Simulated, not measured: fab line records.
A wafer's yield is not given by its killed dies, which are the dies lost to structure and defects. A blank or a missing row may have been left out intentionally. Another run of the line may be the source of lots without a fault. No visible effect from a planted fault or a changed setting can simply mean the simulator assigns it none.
Check of tool commonality -- flow gf180mcu -- 11 lots and 33 wafers in the sample

WHAT PROMPTED THE OPENING
Of 11 lots, 2 have the reading V3_W_RS flagged at GF_V3_RS_MEAS_24. No-fault wafers: 0.3291 ohm/sq, standard deviation 0.0027.
Rule: a lot is flagged when every wafer of it that has a number lies more than 4 standard deviations from that mean, or none has a number. The rest of the lots are taken to be sound.

lot,measured,on,"V3_W_RS (ohm/sq), wafer by wafer",flag
L636,day 22 07:07,film_metro-01,0.3305 0.3278 0.3264,
L637,day 22 19:08,film_metro-01,0.3265 0.3260 0.3279,
L638,day 23 17:01,film_metro-02,0.3304 0.3233 0.3323,
L640,day 24 09:14,film_metro-02,0.3291 0.3287 0.3290,
L643,day 25 10:41,film_metro-02,0.3275 0.3305 0.3274,
L644,day 25 15:05,film_metro-02,0.3292 0.3314 0.3296,
L646,day 26 08:43,film_metro-02,0.2917 0.2913 0.2899,FLAGGED
L650,day 27 08:24,film_metro-04,0.2910 0.2906 0.2912,FLAGGED
L656,day 29 04:09,film_metro-01,0.3303 0.3256 0.3268,
L657,day 29 06:30,film_metro-01,0.3224 0.3221 0.3251,
L659,day 30 00:22,film_metro-02,0.3331 0.3323 0.3340,
The mean of the flagged lots' numbers is 0.2909 ohm/sq, -0.0382 ohm/sq from the usual (-14 standard deviations).

LOT BY LOT: THE TOOL USED
The record holds 2 process steps before the reading, out of a route of 602 steps. Each cell gives the tool, then ch followed by the chambers the sampled wafers passed through, then the start.
lot,flag,GF_M3_SPUTTER_02,GF_V3_CVD_23
L636,,"pvd_sputter-01, day 20 05:41","cvd_w-01 ch 0,1, day 22 06:58"
L637,,"pvd_sputter-02, day 20 17:23","cvd_w-01 ch 0,1, day 22 19:01"
L638,,"pvd_sputter-02, day 21 19:21","cvd_w-01 ch 0,1, day 23 16:55"
L640,,"pvd_sputter-03, day 22 03:15","cvd_w-01 ch 0,1, day 24 09:08"
L643,,"pvd_sputter-01, day 23 13:26","cvd_w-02 ch 0,1, day 25 10:34"
L644,,"pvd_sputter-03, day 23 16:46","cvd_w-02 ch 0,1, day 25 14:56"
L646,FLAGGED,"pvd_sputter-02, day 24 11:38","cvd_w-02 ch 0,1, day 26 08:36"
L650,FLAGGED,"pvd_sputter-02, day 25 12:08","cvd_w-02 ch 1, day 27 08:17"
L656,,"pvd_sputter-01, day 27 09:39","cvd_w-01 ch 0, day 29 04:01"
L657,,"pvd_sputter-01, day 27 12:48","cvd_w-01 ch 0, day 29 06:22"
L659,,"pvd_sputter-01, day 28 07:26","cvd_w-01 ch 0,1, day 30 00:14"
What these steps do:
- GF_M3_SPUTTER_02: material AlCu, target thk 450 nm, time 23.9 s.
- GF_V3_CVD_23: deposits W, target thk 350 nm, time 104.9 s.
- GF_V3_RS_MEAS_24: measures by four-point-probe.

FLAGGED AGAINST TOTAL, ONE TOOL AT A TIME (gauges that did the reading follow at the end)
step,tool,lots run,flagged,share of the flagged lots,sound lots run after its first flagged lot
GF_M3_SPUTTER_02,pvd_sputter-01,5,0,none,-
GF_M3_SPUTTER_02,pvd_sputter-02,4,2,all,0
GF_M3_SPUTTER_02,pvd_sputter-03,2,0,none,-
GF_V3_CVD_23,cvd_w-01,7,0,none,-
GF_V3_CVD_23,cvd_w-02,4,2,all,0
GF_V3_RS_MEAS_24,film_metro-01,4,0,none,-
GF_V3_RS_MEAS_24,film_metro-02,6,1,some,1 (L659)
GF_V3_RS_MEAS_24,film_metro-04,1,1,some,0

WHAT IS ALLOWED BY THE TABLE
2 rows of the table ran every flagged lot: pvd_sputter-02 at GF_M3_SPUTTER_02, cvd_w-02 at GF_V3_CVD_23.
- pvd_sputter-02 at GF_M3_SPUTTER_02: 2 of its 4 lots flagged. It ran its last sound lot, L638, at day 21 19:21 and its first flagged lot, L646, at day 24 11:38: a fault with its onset between the two fits.
- cvd_w-02 at GF_V3_CVD_23: 2 of its 4 lots flagged. It ran its last sound lot, L644, at day 25 14:56 and its first flagged lot, L646, at day 26 08:36: a fault with its onset between the two fits. Its own readings (chamber_pressure_Torr) fall more than 4 standard deviations out on all wafers of the flagged lots.
These 2 tools cannot be told apart by counting lots, since each of them fits a fault that started at some hour. More lots, or a look at what each step does to the wafer, might.

WHAT HAD BEEN PUT IN BY THE SIMULATOR
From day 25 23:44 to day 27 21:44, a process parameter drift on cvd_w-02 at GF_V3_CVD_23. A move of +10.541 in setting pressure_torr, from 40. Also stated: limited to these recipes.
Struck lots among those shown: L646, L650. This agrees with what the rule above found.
